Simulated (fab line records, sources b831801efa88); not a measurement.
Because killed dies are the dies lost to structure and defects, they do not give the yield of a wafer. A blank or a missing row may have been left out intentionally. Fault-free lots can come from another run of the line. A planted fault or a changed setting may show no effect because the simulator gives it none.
Comparing a struck lot with a sound one    flow sky130    43 out of 708 route steps
Sound: wafers L513.1, L513.2, L513.4. Struck: wafers L521.1, L521.3, L521.5. The cause comes at the end.
At each step with rows: each side's tool, then ch and its chambers, then its first start. Under that, the readings that differ: sound wafers    struck wafers    difference of the means    sigmas: that difference in standard deviations of wafers without a fault.
alike: readings with means less than 2 such deviations apart, plus words and numbers identical on both sides. not compared: withheld readings, readings lacking a value on some wafer, bounds such as >300 that could conceal the same value, and numbers that have no deviation in the record and whose values overlap.
The two part at a step that has a row with sigmas, a row that says differs or no value, or rows on one side only. Numbers that don't overlap but have no deviation are shown without sigmas and don't part them. A reading missing from all wafers of one side parts the sides only when that side holds two or more wafers.

first, 3 steps without rows for these wafers: SKY_FIELD_ISO_EXPOSE_10 (exposes mask FOM, target cd 150 nm); SKY_FIELD_ISO_PEB_11; SKY_FIELD_ISO_DEVELOP_12 (develop time 60 s).
SKY_FIELD_ISO_CD_MEAS_13 targets a cd of 150 nm.
  struck on cd sem-01, day 4 14:53; sound on cd sem-01, day 2 21:38
  alike: cd nm
SKY_FIELD_ISO_ETCH_14: etches BARC in N2/H2, stops on SiO2, time 45.9 s, target depth 60 nm.
  sound on rie diel-04 ch 0,2,3, day 2 21:45; struck on rie diel-02 ch 0,3, day 4 15:00
  alike: drypump motor current A, oes product au, throttle valve pct
  not compared: rf hours counter h
then, 1 step without rows for these wafers: SKY_FIELD_ISO_ETCH_15 (etches the open film in CHF3/O2, stops on Si, target depth 180 nm, time 72 s).
SKY_FIELD_ISO_STRIP_16: strips in O2/N2.
  sound on plasma asher-02 ch 0,1, day 2 21:51; struck on plasma asher-02 ch 0,1, day 4 15:06
  alike: drypump motor current A, oes product au, strip time to endpoint s
  not compared: rf hours counter h
SKY_FIELD_ISO_ETCH_17: etches Si in HBr/Cl2/O2, target depth 342 nm, time 101.3 s.
  sound on rie si-02 ch 0,1,3, day 2 21:57; struck on rie si-01 ch 2,3, day 4 15:12
  alike: drypump motor current A, oes product au, throttle valve pct
  not compared: rf hours counter h
then, 4 steps without rows for these wafers: SKY_FIELD_ISO_WET_ETCH_18 (etches Si3N4 in H3PO4, target depth 25 nm, time 286 s); SKY_FIELD_ISO_CLEAN_19 (cleans in SC1/SC2, time 150 s); SKY_FIELD_ISO_CLEAN_20 (cleans in dHF, time 20 s); SKY_FIELD_ISO_WET_ETCH_21 (etches SiO2 in dHF, target depth 20 nm, time 400 s).
SKY_FIELD_ISO_OXIDATION_22: stabilise 600 s, purge 300 s, target thk 10 nm.
  sound on furnace-01 ch 0, day 2 22:38; struck on furnace-01 ch 0, day 4 15:32
  alike: zone power bottom pct, zone power top pct
SKY_FIELD_ISO_THK_MEAS_23:
  struck on film metro-03, day 4 16:43; sound on film metro-02, day 2 23:48
  alike: FIELD_ISO_OXIDATION_01_THK
then, 1 step without rows for these wafers: SKY_FIELD_ISO_CVD_24 (deposits SiO2, target thk 595 nm, time 99.2 s).
SKY_FIELD_ISO_THK_MEAS_25:
  struck on film metro-02, day 4 16:50; sound on film metro-01, day 2 23:56
  alike: FIELD_ISO_CVD_24_THK
then, 1 step without rows for these wafers: SKY_FIELD_ISO_ANNEAL_26 (time 1800 s).
SKY_FIELD_ISO_CMP_27: polishes, stops on Si3N4, t overpolish 16 s, target thk 457.8 nm.
  sound on cmp-01 ch 0,1,3, day 3 02:26; struck on cmp-01 ch 0,1,2, day 4 18:27
  alike: head pressure psi, motor current A, overpolish run s, time to endpoint s
then, 5 steps without rows for these wafers: SKY_FIELD_ISO_WET_ETCH_28 (etches SiO2 in dHF, target depth 23.7 nm, time 47 s); SKY_FIELD_ISO_WET_ETCH_29 (etches Si3N4 in H3PO4, target depth 160 nm, time 1825 s); SKY_FIELD_ISO_WET_ETCH_30 (etches SiO2 in dHF, target depth 25 nm, time 50 s); SKY_NWELL_CLEAN_00 (cleans in SC1/SC2, time 150 s); SKY_NWELL_OXIDATION_01 (stabilise 600 s, purge 300 s, target thk 10 nm).
SKY_NWELL_THK_MEAS_02:
  struck on film metro-01, day 4 21:17; sound on film metro-01, day 3 05:08
  alike: NWELL_OXIDATION_THK
then, 8 steps without rows for these wafers: SKY_DNWELL_DEHYDRATE_00 (time 60 s); SKY_DNWELL_HMDS_01 (prime time 60 s); SKY_DNWELL_COAT_02 (resist thk 3000 nm); SKY_DNWELL_SOFTBAKE_03; SKY_DNWELL_EXPOSE_04 (exposes mask DNM, target cd 3000 nm); SKY_DNWELL_PEB_05; SKY_DNWELL_DEVELOP_06 (develop time 60 s); SKY_DNWELL_IMPLANT_07.
SKY_DNWELL_STRIP_08: strips in O2/N2.
  sound on plasma asher-02 ch 0,1, day 3 21:17; struck on plasma asher-04 ch 0,1, day 5 15:28
  alike: drypump motor current A, oes product au, strip time to endpoint s
  not compared: rf hours counter h
SKY_DNWELL_TW_MEAS_09:
  struck on film metro-01, day 5 15:34; sound on film metro-03, day 3 21:23
  alike: DNWELL_TW
then, 7 steps without rows for these wafers: SKY_PWDE_DEHYDRATE_00 (time 60 s); SKY_PWDE_HMDS_01 (prime time 60 s); SKY_PWDE_COAT_02 (resist thk 3022 nm); SKY_PWDE_SOFTBAKE_03; SKY_PWDE_EXPOSE_04 (exposes mask PWDEM, target cd 840 nm); SKY_PWDE_PEB_05; SKY_PWDE_DEVELOP_06 (develop time 60 s).
SKY_PWDE_OVL_MEAS_07:
  struck on overlay-02, day 6 09:21; sound on overlay-01, day 4 13:40
  alike: PWDE_OVL
-- the record jumps here: 42 days lie between the struck wafers' starts before and after (it left off in module PWDE and takes up again in module PAD_OPEN, whose first step shown is number 708 of the route) --
SKY_PAD_OPEN_PROBE_99:
  struck on prober-01, day 48 10:52; sound on prober-01, day 46 15:58
reading                                        sound                 struck                difference  sigmas
model.etest.diode nwell sub.leak log10 a cm2   -7.101 -7.212 -7.579  -6.885 -6.832 -6.703  +0.491      
model.etest.diode dnwell sub.leak log10 a cm2  -7.313 -7.207 -7.405  -6.973 -6.717 -6.931  +0.435      
  alike: killed_at_M0_to_M3, killed_at_M4_up, killed at contacts, killed at front end, killed at other, killed dies, killed open, killed short
  not compared: model.etest.diode pwell dnwell.leak log10 a cm2, model.etest.nfet_16v.off log10 a um

WHERE THEY PART
Nowhere in this record.

WHY: what the simulator had put in
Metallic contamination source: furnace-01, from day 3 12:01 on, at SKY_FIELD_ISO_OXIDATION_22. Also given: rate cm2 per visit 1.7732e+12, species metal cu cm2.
